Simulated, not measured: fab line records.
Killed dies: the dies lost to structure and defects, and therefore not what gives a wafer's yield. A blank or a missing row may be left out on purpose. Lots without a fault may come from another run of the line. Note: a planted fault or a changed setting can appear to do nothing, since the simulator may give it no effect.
fab line records + flow sfq-line
record:
- lots: 14
- wafers: 42
- last-day: 92
route steps=325 shown R5@214 I7@296 M8@315
lots with no fault: from the same line, run without faults
start-h: the number of hours between the record's first day and the start of the first shown wafer of the lot + wait-h: hours since the lot's step before + " the same as in the row above + L1.1+2: a row that stands for several wafers + - value missing, or start not given + * or withheld: withheld + < > ~ a bound
route shown NAME@n: a module of which the file shows steps, and the number in the route of the first + usual: average and standard deviation across the fault-free wafers + same: alike in all rows + chamber/n: place in a boat + sites: the reading at each site + _std_site: their standard deviation + _edge_site: inner sites' mean taken away from outer sites' mean + radius-mm: how far each site lies from the wafer's centre + mask NAME#n: copy n + behind: the tool/chamber that last shaped the wafer + hold: cause of the lot's hold/its duration in hours/its outcome + device: transistor that didn't switch, given as n, p or np + end of line: tests run on the same wafers once the route is complete + a step with no rows: only its recipe + killed: dies lost to structure and defects at the first sort, not the wafer's yield + map: per-die view of a wafer (x killed, . not killed, _ where there is no die)
set.NAME: the setting the step ran with; set.NAME@STEP: the setting that earlier step ran with + model.NAME: the simulator's own value behind a step, which no gauge read
a sample of lots followed through the steps of the route, with each step as a table and each wafer as a row
services: a tool's chamber out of use, with start hour (start-h, from the record's first day; less than 0 if before it), hours out, and reason
== steps ==
step: SFQ_TRILAYER_R5_DEP_SPUTTER_134
recipe:
- material: Ti
- base-pressure-pa: 1.33e-06
- target-thk-nm: 5
- power-w: 2000
- time-s: 5
- chamber-pressure-pa: 0.4
usual:
- throttle-valve-pct: 29.7/0.73
same:
- time-s: 5
| lot.wafer | tool           | chamber | start-h | wait-h | throttle-valve-pct |
|-----------|----------------|---------|---------|--------|--------------------|
| L603.3    | pvd-sputter-05 | -       | 1547.11 | 0.0    | 29.8               |
| L603.5    | "              | -       | "       | "      | 29.2               |
| L603.6    | "              | -       | "       | "      | 30.6               |
| L605.1    | pvd-sputter-04 | -       | 1662.85 | 0.0    | 29.0               |
| L605.2    | "              | -       | "       | "      | 28.9               |
| L605.3    | "              | -       | "       | "      | 30.7               |
| L608.2    | pvd-sputter-04 | -       | 1668.83 | 0.0    | 29.4               |
| L608.3    | "              | -       | "       | "      | 28.8               |
| L608.4    | "              | -       | "       | "      | 30.8               |
| L609.2    | pvd-sputter-06 | -       | 1670.05 | 0.0    | 30.8               |
| L609.3    | "              | -       | "       | "      | 30.1               |
| L609.6    | "              | -       | "       | "      | 31.1               |
| L610.3    | pvd-sputter-05 | -       | 1673.65 | 0.0    | 29.0               |
| L610.5    | "              | -       | "       | "      | 29.1               |
| L610.6    | "              | -       | "       | "      | 29.9               |
| L618.3    | pvd-sputter-05 | -       | 1759.21 | 0.0    | 30.5               |
| L618.4    | "              | -       | "       | "      | 30.2               |
| L618.5    | "              | -       | "       | "      | 30.6               |
| L619.3    | pvd-sputter-05 | -       | 1771.31 | 0.0    | 29.9               |
| L619.4    | "              | -       | "       | "      | 30.5               |
| L619.5    | "              | -       | "       | "      | 30.7               |
| L620.1    | pvd-sputter-06 | -       | 1784.01 | 0.0    | 30.1               |
| L620.3    | "              | -       | "       | "      | 31.1               |
| L620.6    | "              | -       | "       | "      | 29.5               |
| L621.2    | pvd-sputter-06 | -       | 1795.64 | 0.0    | 31.0               |
| L621.3    | "              | -       | "       | "      | 29.0               |
| L621.5    | "              | -       | "       | "      | 29.0               |
| L622.2    | pvd-sputter-06 | -       | 1803.27 | 0.0    | 29.7               |
| L622.4    | "              | -       | "       | "      | 29.0               |
| L622.5    | "              | -       | "       | "      | 29.2               |
| L623.1    | pvd-sputter-04 | -       | 1811.35 | 0.0    | 30.6               |
| L623.4    | "              | -       | "       | "      | 29.2               |
| L623.6    | "              | -       | "       | "      | 28.8               |
| L624.3    | pvd-sputter-05 | -       | 1814.78 | 0.0    | 30.6               |
| L624.5    | "              | -       | "       | "      | 29.8               |
| L624.6    | "              | -       | "       | "      | 29.1               |
| L625.1    | pvd-sputter-06 | -       | 1817.40 | 0.0    | 31.2               |
| L625.2    | "              | -       | "       | "      | 29.9               |
| L625.6    | "              | -       | "       | "      | 30.1               |
| L626.1    | pvd-sputter-04 | -       | 1818.72 | 0.0    | 28.8               |
| L626.3    | "              | -       | "       | "      | 30.5               |
| L626.5    | "              | -       | "       | "      | 28.9               |
step: SFQ_TRILAYER_I7_DEP_PECVD_183
recipe:
- material: SiO2
- temp-c: 150
- time-s: 111.11
- pressure-torr: 2.4
- rf-w: 183.3
- precursor: SiH4/N2O
- target-thk-nm: 500
usual:
- chamber-pressure-Torr: 2.400/0.0057
- heater-power-outer-w: 32/13
- heater-power-w: 88/21
- throttle-valve-pct: 25.1/1.7
- time-s: 111.11/0
| lot.wafer | tool     | chamber | start-h | wait-h | chamber-pressure-Torr | heater-power-outer-w | heater-power-w | since-wet-clean-h | throttle-valve-pct | time-s |
|-----------|----------|---------|---------|--------|-----------------------|----------------------|----------------|-------------------|--------------------|--------|
| L603.3    | pecvd-03 | 0       | 1868.17 | 0.0    | 2.407                 | 14                   | 61             | 921               | 24.2               | 111.11 |
| L603.5    | "        | 0       | "       | "      | 2.399                 | 15                   | 63             | -                 | 24.4               | 111.11 |
| L603.6    | "        | 2       | "       | "      | 2.396                 | 45                   | 106            | -                 | 27.2               | 111.11 |
| L605.1    | pecvd-03 | 0       | 1975.17 | 0.0    | 2.404                 | 9                    | 56             | 1028              | 24.5               | 111.11 |
| L605.2    | "        | 1       | "       | "      | 2.393                 | 29                   | 87             | 1028              | 24.2               | 111.11 |
| L605.3    | "        | 2       | "       | "      | 2.401                 | 49                   | 111            | 1028              | 27.2               | 111.11 |
| L608.2    | pecvd-03 | 1       | 1981.47 | 0.0    | 2.407                 | 30                   | 87             | 1034              | 24.1               | 111.11 |
| L608.3    | "        | 2       | "       | "      | 2.404                 | 49                   | 113            | 1034              | 27.4               | 111.11 |
| L608.4    | "        | 2       | "       | "      | 2.386                 | 34                   | 95             | -                 | 27.2               | 111.11 |
| L609.2    | pecvd-04 | 1       | 1982.67 | 0.0    | -                     | -                    | -              | -                 | -                  | -      |
| L609.3    | "        | 0       | "       | "      | -                     | -                    | -              | -                 | -                  | -      |
| L609.6    | "        | 1       | "       | "      | -                     | -                    | -              | -                 | -                  | -      |
| L610.3    | pecvd-01 | 1       | 1986.27 | 0.0    | -                     | -                    | -              | -                 | -                  | -      |
| L610.5    | "        | 1       | "       | "      | -                     | -                    | -              | -                 | -                  | -      |
| L610.6    | "        | 0       | "       | "      | -                     | -                    | -              | -                 | -                  | -      |
| L618.3    | pecvd-01 | 2       | 2016.11 | 0.0    | 2.401                 | 19                   | 73             | -                 | 27.6               | 111.11 |
| L618.4    | "        | 1       | "       | "      | 2.398                 | 44                   | 121            | -                 | 27.2               | 111.11 |
| L618.5    | "        | 2       | "       | "      | 2.395                 | 23                   | 79             | -                 | 27.5               | 111.11 |
| L619.3    | pecvd-04 | 0       | 2074.81 | 0.0    | 2.404                 | 31                   | 84             | 375               | 24.1               | 111.11 |
| L619.4    | "        | 2       | "       | "      | 2.405                 | 36                   | 93             | -                 | 23.4               | 111.11 |
| L619.5    | "        | 1       | "       | "      | 2.403                 | 48                   | 101            | -                 | 22.8               | 111.11 |
| L620.1    | pecvd-03 | 1       | 2076.01 | 0.0    | 2.409                 | 34                   | 94             | 1129              | 24.2               | 111.11 |
| L620.3    | "        | 0       | "       | "      | 2.405                 | 18                   | 67             | 1129              | 24.7               | 111.11 |
| L620.6    | "        | 0       | "       | "      | 2.404                 | 8                    | 53             | -                 | 24.5               | 111.11 |
| L621.2    | pecvd-04 | 2       | 2098.81 | 0.0    | 2.397                 | 44                   | 102            | 399               | 23.5               | 111.11 |
| L621.3    | "        | 1       | "       | "      | 2.388                 | 52                   | 105            | 399               | 22.8               | 111.11 |
| L621.5    | "        | 2       | "       | "      | 2.390                 | 45                   | 103            | -                 | 23.5               | 111.11 |
| L622.2    | pecvd-03 | 0       | 2107.21 | 0.0    | 2.400                 | 12                   | 59             | 1160              | 24.5               | 111.11 |
| L622.4    | "        | 0       | "       | "      | 2.402                 | 14                   | 61             | -                 | 24.5               | 111.11 |
| L622.5    | "        | 2       | "       | "      | 2.401                 | 40                   | 98             | -                 | 27.2               | 111.11 |
| L623.1    | pecvd-01 | 2       | 2175.32 | 0.0    | 2.392                 | 22                   | 78             | 845               | 28.4               | 111.11 |
| L623.4    | "        | 2       | "       | "      | 2.401                 | 24                   | 80             | -                 | 28.4               | 111.11 |
| L623.6    | "        | 1       | "       | "      | 2.407                 | 44                   | 121            | -                 | 27.8               | 111.11 |
| L624.3    | pecvd-03 | 2       | 2179.35 | 0.0    | 2.394                 | 46                   | 108            | 1232              | 27.2               | 111.11 |
| L624.5    | "        | 1       | "       | "      | 2.412                 | 30                   | 89             | -                 | 23.5               | 111.11 |
| L624.6    | "        | 0       | "       | "      | 2.402                 | 18                   | 65             | -                 | 24.6               | 111.11 |
| L625.1    | pecvd-04 | 0       | 2181.73 | 0.0    | 2.395                 | 31                   | 87             | 481               | 24.4               | 111.11 |
| L625.2    | "        | 1       | "       | "      | 2.397                 | 52                   | 105            | 481               | 22.9               | 111.11 |
| L625.6    | "        | 0       | "       | "      | 2.394                 | 20                   | 73             | -                 | 24.0               | 111.11 |
| L626.1    | pecvd-03 | 2       | 2184.13 | 0.0    | 2.392                 | 39                   | 101            | 1237              | 27.4               | 111.11 |
| L626.3    | "        | 1       | "       | "      | 2.394                 | 32                   | 91             | 1237              | 24.3               | 111.11 |
| L626.5    | "        | 2       | "       | "      | 2.395                 | 42                   | 107            | -                 | 27.4               | 111.11 |
step: SFQ_TRILAYER_I7_VIA_ETCH_VIA_ETCH_190
recipe:
- target: SiO2
- stop-on: Nb
- mask-material: PR
- taper-deg: 20
- chemistry: CHF3
- target-depth-nm: 260
- source-w: 500
- bias-w: 80
- pressure-mtorr: 30
- time-s: withheld
usual:
- drypump-motor-current-A: 6.0/0.39
- oes-product-au: 0.853/0.0055
| lot.wafer | tool        | chamber | start-h | wait-h | drypump-motor-current-A | oes-product-au |
|-----------|-------------|---------|---------|--------|-------------------------|----------------|
| L603.3    | rie-diel-01 | 1       | 1874.89 | 0.0    | 6.7                     | 0.857          |
| L603.5    | "           | 1       | "       | "      | 6.7                     | 0.850          |
| L603.6    | "           | 0       | "       | "      | 5.6                     | 0.858          |
| L605.1    | rie-diel-01 | 3       | 1982.95 | 0.0    | 6.4                     | 0.853          |
| L605.2    | "           | 2       | "       | "      | 5.9                     | 0.859          |
| L605.3    | "           | 0       | "       | "      | 5.6                     | 0.853          |
| L608.2    | rie-diel-01 | 3       | 1992.55 | 0.0    | 6.3                     | 0.847          |
| L608.3    | "           | 1       | "       | "      | 6.7                     | 0.853          |
| L608.4    | "           | 2       | "       | "      | 5.9                     | 0.851          |
| L609.2    | rie-diel-03 | 0       | 1994.95 | 0.0    | 6.1                     | 0.381          |
| L609.3    | "           | 2       | "       | "      | 6.1                     | 0.378          |
| L609.6    | "           | 0       | "       | "      | 6.2                     | 0.370          |
| L610.3    | rie-diel-01 | 1       | 2000.75 | 0.0    | 6.7                     | 0.384          |
| L610.5    | "           | 0       | "       | "      | 5.6                     | 0.370          |
| L610.6    | "           | 1       | "       | "      | 6.7                     | 0.386          |
| L618.3    | rie-diel-03 | 3       | 2031.95 | 0.0    | 5.5                     | 0.848          |
| L618.4    | "           | 1       | "       | "      | 5.9                     | 0.859          |
| L618.5    | "           | 2       | "       | "      | 5.9                     | 0.851          |
| L619.3    | rie-diel-04 | 2       | 2084.09 | 0.0    | 5.1                     | 0.857          |
| L619.4    | "           | 3       | "       | "      | 6.1                     | 0.853          |
| L619.5    | "           | 3       | "       | "      | 6.1                     | 0.860          |
| L620.1    | rie-diel-03 | 2       | 2087.09 | 0.0    | 6.0                     | 0.850          |
| L620.3    | "           | 0       | "       | "      | 6.2                     | 0.854          |
| L620.6    | "           | 0       | "       | "      | 6.2                     | 0.860          |
| L621.2    | rie-diel-04 | 1       | 2134.64 | 0.0    | 6.0                     | 0.849          |
| L621.3    | "           | 0       | "       | "      | 5.8                     | 0.847          |
| L621.5    | "           | 1       | "       | "      | 6.1                     | 0.848          |
| L622.2    | rie-diel-01 | 3       | 2135.84 | 0.0    | 6.3                     | 0.842          |
| L622.4    | "           | 2       | "       | "      | 5.9                     | 0.860          |
| L622.5    | "           | 0       | "       | "      | 5.6                     | 0.859          |
| L623.1    | rie-diel-03 | 2       | 2184.26 | 0.0    | 6.0                     | 0.861          |
| L623.4    | "           | 1       | "       | "      | 5.9                     | 0.851          |
| L623.6    | "           | 1       | "       | "      | 5.9                     | 0.852          |
| L624.3    | rie-diel-03 | 3       | 2190.28 | 0.0    | 5.5                     | 0.841          |
| L624.5    | "           | 0       | "       | "      | 6.2                     | 0.850          |
| L624.6    | "           | 1       | "       | "      | 5.9                     | 0.852          |
| L625.1    | rie-diel-04 | 2       | 2191.48 | 0.0    | 5.1                     | 0.853          |
| L625.2    | "           | 0       | "       | "      | 5.8                     | 0.854          |
| L625.6    | "           | 2       | "       | "      | 5.1                     | 0.856          |
| L626.1    | rie-diel-03 | 1       | 2198.68 | 0.0    | 5.9                     | 0.860          |
| L626.3    | "           | 2       | "       | "      | 6.0                     | 0.862          |
| L626.5    | "           | 0       | "       | "      | 6.1                     | 0.854          |
step: SFQ_TRILAYER_I7_VIA_STRIP_STRIP_191
recipe:
- gas: O2
- power-w: 200
- platen-temp-c: 40
- overash-fraction: 0.65
- chemistry: O2
- pressure-mtorr: 50
usual:
- drypump-motor-current-A: 5.64/0.29
- oes-product-au: 0.999/0.0068
| lot.wafer | tool         | chamber | start-h | wait-h | drypump-motor-current-A | oes-product-au | rf-hours-counter-h |
|-----------|--------------|---------|---------|--------|-------------------------|----------------|--------------------|
| L603.3    | rie-metal-02 | 1       | 1875.21 | -      | 5.78                    | 0.997          | -                  |
| L603.5    | "            | 0       | "       | "      | 5.96                    | 0.986          | -                  |
| L603.6    | "            | 1       | "       | "      | 5.78                    | 1.000          | -                  |
| L605.1    | rie-metal-01 | 1       | 1983.06 | -      | 5.71                    | 0.995          | 106                |
| L605.2    | "            | 0       | "       | "      | 5.83                    | 1.004          | 31                 |
| L605.3    | "            | 0       | "       | "      | 5.82                    | 1.000          | -                  |
| L608.2    | rie-metal-01 | 1       | 1992.66 | -      | 5.69                    | 0.999          | 108                |
| L608.3    | "            | 1       | "       | "      | 5.70                    | 1.007          | -                  |
| L608.4    | "            | 0       | "       | "      | 5.80                    | 1.002          | -                  |
| L609.2    | rie-metal-04 | 0       | 1995.06 | -      | 5.17                    | 0.988          | 92                 |
| L609.3    | "            | 0       | "       | "      | 5.18                    | 1.012          | -                  |
| L609.6    | "            | 1       | "       | "      | 5.35                    | 0.995          | -                  |
| L610.3    | rie-metal-02 | 0       | 2001.06 | -      | 5.98                    | 1.003          | -                  |
| L610.5    | "            | 1       | "       | "      | 5.75                    | 0.999          | -                  |
| L610.6    | "            | 0       | "       | "      | 5.98                    | 1.001          | -                  |
| L618.3    | rie-metal-02 | 1       | 2032.26 | -      | 5.78                    | 1.004          | -                  |
| L618.4    | "            | 0       | "       | "      | 5.97                    | 0.989          | -                  |
| L618.5    | "            | 1       | "       | "      | 5.80                    | 1.006          | -                  |
| L619.3    | rie-metal-04 | 1       | 2084.40 | -      | 5.33                    | 0.995          | -                  |
| L619.4    | "            | 0       | "       | "      | 5.16                    | 0.998          | -                  |
| L619.5    | "            | 0       | "       | "      | 5.16                    | 0.990          | -                  |
| L620.1    | rie-metal-04 | 0       | 2087.20 | -      | 5.17                    | 1.000          | 105                |
| L620.3    | "            | 0       | "       | "      | 5.17                    | 0.998          | -                  |
| L620.6    | "            | 0       | "       | "      | 5.17                    | 1.005          | -                  |
| L621.2    | rie-metal-02 | 1       | 2134.75 | -      | 5.79                    | 0.999          | 45                 |
| L621.3    | "            | 1       | "       | "      | 5.77                    | 1.001          | -                  |
| L621.5    | "            | 0       | "       | "      | 6.06                    | 0.996          | -                  |
| L622.2    | rie-metal-04 | 1       | 2135.95 | -      | 5.33                    | 1.003          | 95                 |
| L622.4    | "            | 0       | "       | "      | 5.17                    | 0.998          | -                  |
| L622.5    | "            | 1       | "       | "      | 5.31                    | 0.998          | -                  |
| L623.1    | rie-metal-04 | 0       | 2184.37 | -      | 5.18                    | 0.994          | 118                |
| L623.4    | "            | 1       | "       | "      | 5.34                    | 0.993          | -                  |
| L623.6    | "            | 1       | "       | "      | 5.33                    | 0.998          | -                  |
| L624.3    | rie-metal-04 | 0       | 2190.59 | -      | 5.17                    | 1.005          | -                  |
| L624.5    | "            | 1       | "       | "      | 5.32                    | 0.996          | -                  |
| L624.6    | "            | 0       | "       | "      | 5.17                    | 0.987          | -                  |
| L625.1    | rie-metal-02 | 1       | 2191.59 | -      | 5.78                    | 1.016          | 54                 |
| L625.2    | "            | 0       | "       | "      | 6.03                    | 0.992          | 85                 |
| L625.6    | "            | 0       | "       | "      | 6.00                    | 1.001          | -                  |
| L626.1    | rie-metal-04 | 0       | 2198.79 | -      | 5.17                    | 0.994          | 122                |
| L626.3    | "            | 0       | "       | "      | 5.17                    | 0.995          | -                  |
| L626.5    | "            | 0       | "       | "      | 5.15                    | 0.998          | -                  |
step: SFQ_TRILAYER_M8_LITHO_EXPOSE_194
recipe:
- mask-id: M8
- na: 0.6
- source-shape: conventional
- sigma-outer: 0.65
- target-cd-nm: 2000
- dose-mj: 14.4
usual:
- exposure-dose-mJ-cm2: 14.400/0.013
- focus-offset-nm: 0.0/0.52
- sigma-outer: 0.65/0
| lot.wafer | tool           | chamber | start-h | wait-h | mask | exposure-dose-mJ-cm2 | focus-offset-nm | sigma-outer |
|-----------|----------------|---------|---------|--------|------|----------------------|-----------------|-------------|
| L603.3    | krf-scanner-01 | 0       | 1878.52 | -      | M8#0 | 14.392               | 0.2             | 0.65        |
| L603.5    | "              | 0       | "       | "      | M8#0 | 14.402               | -0.1            | 0.65        |
| L603.6    | "              | 0       | "       | "      | M8#0 | 14.409               | 0.0             | 0.65        |
| L605.1    | krf-scanner-01 | 0       | 1986.17 | -      | M8#0 | 14.427               | -0.6            | 0.65        |
| L605.2    | "              | 0       | "       | "      | M8#0 | 14.402               | -1.2            | 0.65        |
| L605.3    | "              | 0       | "       | "      | M8#0 | 14.435               | 0.0             | 0.65        |
| L608.2    | krf-scanner-01 | 0       | 2001.77 | -      | M8#0 | 14.407               | 0.4             | 0.65        |
| L608.3    | "              | 0       | "       | "      | M8#0 | 14.405               | 0.2             | 0.65        |
| L608.4    | "              | 0       | "       | "      | M8#0 | 14.386               | 0.0             | 0.65        |
| L609.2    | krf-scanner-01 | -       | 2005.37 | -      | M8#0 | -                    | -               | -           |
| L609.3    | "              | -       | "       | "      | M8#0 | -                    | -               | -           |
| L609.6    | "              | -       | "       | "      | M8#0 | -                    | -               | -           |
| L610.3    | krf-scanner-01 | -       | 2015.17 | -      | M8#0 | -                    | -               | -           |
| L610.5    | "              | -       | "       | "      | M8#0 | -                    | -               | -           |
| L610.6    | "              | -       | "       | "      | M8#0 | -                    | -               | -           |
| L618.3    | krf-scanner-01 | 0       | 2045.17 | -      | M8#0 | 14.422               | -0.5            | 0.65        |
| L618.4    | "              | 0       | "       | "      | M8#0 | 14.397               | 0.0             | 0.65        |
| L618.5    | "              | 0       | "       | "      | M8#0 | 14.401               | -0.2            | 0.65        |
| L619.3    | krf-scanner-01 | 0       | 2088.31 | -      | M8#0 | 14.389               | -0.3            | 0.65        |
| L619.4    | "              | 0       | "       | "      | M8#0 | 14.385               | 0.2             | 0.65        |
| L619.5    | "              | 0       | "       | "      | M8#0 | 14.388               | -0.1            | 0.65        |
| L620.1    | krf-scanner-01 | 0       | 2091.51 | -      | M8#0 | 14.389               | -0.6            | 0.65        |
| L620.3    | "              | 0       | "       | "      | M8#0 | 14.390               | -0.5            | 0.65        |
| L620.6    | "              | 0       | "       | "      | M8#0 | 14.402               | 0.1             | 0.65        |
| L621.2    | krf-scanner-01 | 0       | 2137.06 | -      | M8#0 | 14.386               | 0.9             | 0.65        |
| L621.3    | "              | 0       | "       | "      | M8#0 | 14.418               | 0.1             | 0.65        |
| L621.5    | "              | 0       | "       | "      | M8#0 | 14.416               | -0.4            | 0.65        |
| L622.2    | krf-scanner-01 | 0       | 2138.26 | -      | M8#0 | 14.367               | 0.4             | 0.65        |
| L622.4    | "              | 0       | "       | "      | M8#0 | 14.402               | 0.1             | 0.65        |
| L622.5    | "              | 0       | "       | "      | M8#0 | 14.399               | 0.0             | 0.65        |
| L623.1    | krf-scanner-01 | 0       | 2187.50 | -      | M8#0 | 14.413               | -0.2            | 0.65        |
| L623.4    | "              | 0       | "       | "      | M8#0 | 14.388               | -0.3            | 0.65        |
| L623.6    | "              | 0       | "       | "      | M8#0 | 14.403               | 0.2             | 0.65        |
| L624.3    | krf-scanner-01 | 0       | 2193.90 | -      | M8#0 | 14.386               | 0.3             | 0.65        |
| L624.5    | "              | 0       | "       | "      | M8#0 | 14.414               | 0.1             | 0.65        |
| L624.6    | "              | 0       | "       | "      | M8#0 | 14.403               | -0.3            | 0.65        |
| L625.1    | krf-scanner-01 | 0       | 2195.90 | -      | M8#0 | 14.402               | -0.6            | 0.65        |
| L625.2    | "              | 0       | "       | "      | M8#0 | 14.395               | -0.1            | 0.65        |
| L625.6    | "              | 0       | "       | "      | M8#0 | 14.398               | -1.0            | 0.65        |
| L626.1    | krf-scanner-01 | 0       | 2209.10 | -      | M8#0 | 14.407               | -0.4            | 0.65        |
| L626.3    | "              | 0       | "       | "      | M8#0 | 14.410               | -0.1            | 0.65        |
| L626.5    | "              | 0       | "       | "      | M8#0 | 14.405               | -0.7            | 0.65        |
step: SFQ_M8_BOW_MEAS_951
recipe:
- mode: bow
usual:
- M8_BOW: 8/12
| lot.wafer | tool          | chamber | start-h | wait-h | M8_BOW[um] |
|-----------|---------------|---------|---------|--------|------------|
| L603.3    | film-metro-04 | -       | 1880.78 | 0.0    | 3          |
| L603.5    | "             | -       | "       | "      | 1          |
| L603.6    | "             | -       | "       | "      | 7          |
| L605.1    | film-metro-04 | -       | 1988.80 | 0.0    | 7          |
| L605.2    | "             | -       | "       | "      | 21         |
| L605.3    | "             | -       | "       | "      | 24         |
| L608.2    | film-metro-03 | -       | 2004.22 | 0.0    | -4         |
| L608.3    | "             | -       | "       | "      | 3          |
| L608.4    | "             | -       | "       | "      | -21        |
| L609.2    | film-metro-03 | -       | 2007.82 | 0.0    | 5          |
| L609.3    | "             | -       | "       | "      | 2          |
| L609.6    | "             | -       | "       | "      | 5          |
| L610.3    | film-metro-03 | -       | 2017.44 | 0.0    | 4          |
| L610.5    | "             | -       | "       | "      | -3         |
| L610.6    | "             | -       | "       | "      | -2         |
| L618.3    | film-metro-03 | -       | 2047.44 | 0.0    | 12         |
| L618.4    | "             | -       | "       | "      | 21         |
| L618.5    | "             | -       | "       | "      | 4          |
| L619.3    | film-metro-01 | -       | 2090.58 | 0.0    | 30         |
| L619.4    | "             | -       | "       | "      | 34         |
| L619.5    | "             | -       | "       | "      | 25         |
| L620.1    | film-metro-01 | -       | 2094.14 | 0.0    | 22         |
| L620.3    | "             | -       | "       | "      | 23         |
| L620.6    | "             | -       | "       | "      | 19         |
| L621.2    | film-metro-04 | -       | 2139.51 | 0.0    | 18         |
| L621.3    | "             | -       | "       | "      | 23         |
| L621.5    | "             | -       | "       | "      | 15         |
| L622.2    | film-metro-04 | -       | 2140.71 | 0.0    | 18         |
| L622.4    | "             | -       | "       | "      | 22         |
| L622.5    | "             | -       | "       | "      | 22         |
| L623.1    | film-metro-01 | -       | 2190.14 | 0.0    | 0          |
| L623.4    | "             | -       | "       | "      | 2          |
| L623.6    | "             | -       | "       | "      | 5          |
| L624.3    | film-metro-01 | -       | 2196.17 | 0.0    | 24         |
| L624.5    | "             | -       | "       | "      | 20         |
| L624.6    | "             | -       | "       | "      | 28         |
| L625.1    | film-metro-03 | -       | 2198.53 | 0.0    | 30         |
| L625.2    | "             | -       | "       | "      | 14         |
| L625.6    | "             | -       | "       | "      | 11         |
| L626.1    | film-metro-01 | -       | 2211.82 | 0.0    | 5          |
| L626.3    | "             | -       | "       | "      | 13         |
| L626.5    | "             | -       | "       | "      | 9          |
== services ==
| tool           | chamber | start-h | hours | kind   |
|----------------|---------|---------|-------|--------|
| pecvd-03       | -       | 1541.07 | 6.0   | pm     |
| rie-metal-04   | -       | 1558.39 | 15.6  | pm     |
| pecvd-03       | -       | 1560.43 | 1.3   | repair |
| rie-metal-04   | 0       | 1584.12 | 15.9  | repair |
| krf-scanner-01 | -       | 1589.25 | 3.6   | pm     |
| krf-scanner-01 | -       | 1591.54 | 1.0   | repair |
| krf-scanner-01 | -       | 1609.54 | 0.7   | repair |
| pecvd-03       | -       | 1610.26 | 2.6   | repair |
| krf-scanner-01 | -       | 1621.85 | 1.3   | pm     |
| krf-scanner-01 | -       | 1625.64 | 0.8   | pm     |
| pecvd-03       | -       | 1626.13 | 1.1   | repair |
| krf-scanner-01 | -       | 1650.61 | 4.0   | pm     |
| krf-scanner-01 | -       | 1657.85 | 1.0   | pm     |
| krf-scanner-01 | -       | 1729.40 | 0.7   | repair |
| krf-scanner-01 | -       | 1795.05 | 0.8   | pm     |
| krf-scanner-01 | -       | 1798.67 | 1.3   | pm     |
| krf-scanner-01 | -       | 1827.20 | 1.0   | pm     |
| krf-scanner-01 | -       | 1963.94 | 0.8   | pm     |
| krf-scanner-01 | -       | 1973.87 | 1.3   | pm     |
| krf-scanner-01 | -       | 1996.97 | 1.0   | pm     |
| krf-scanner-01 | -       | 2060.26 | 6.4   | repair |
| krf-scanner-01 | -       | 2149.55 | 1.3   | pm     |
| krf-scanner-01 | -       | 2155.75 | 6.0   | repair |
| krf-scanner-01 | -       | 2164.85 | 1.0   | pm     |
== key ==
first-sign:
- step: SFQ_TRILAYER_I7_DEP_PECVD_183
- reading: tool-record
- direction: missing
effect:
- step: SFQ_TRILAYER_I7_VIA_ETCH_VIA_ETCH_190
- reading: oes-product-au
- direction: down
- sigmas: 86
- usual: 0.853
- struck: 0.378
effect:
- step: SFQ_TRILAYER_M8_LITHO_EXPOSE_194
- reading: tool-record
- direction: missing
met-at SFQ_TRILAYER_I7_DEP_PECVD_183
struck-lots L609,L610
not-acting-at SFQ_TRILAYER_R5_DEP_SPUTTER_134,SFQ_TRILAYER_I7_VIA_STRIP_STRIP_191,SFQ_M8_BOW_MEAS_951
fault:
- kind: skipped-step-whole
- tool: pecvd-01,pecvd-04
- chamber: -
- onset-h: 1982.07
- steps: SFQ_TRILAYER_I7_DEP_PECVD_183
- scope: struck-lots-only
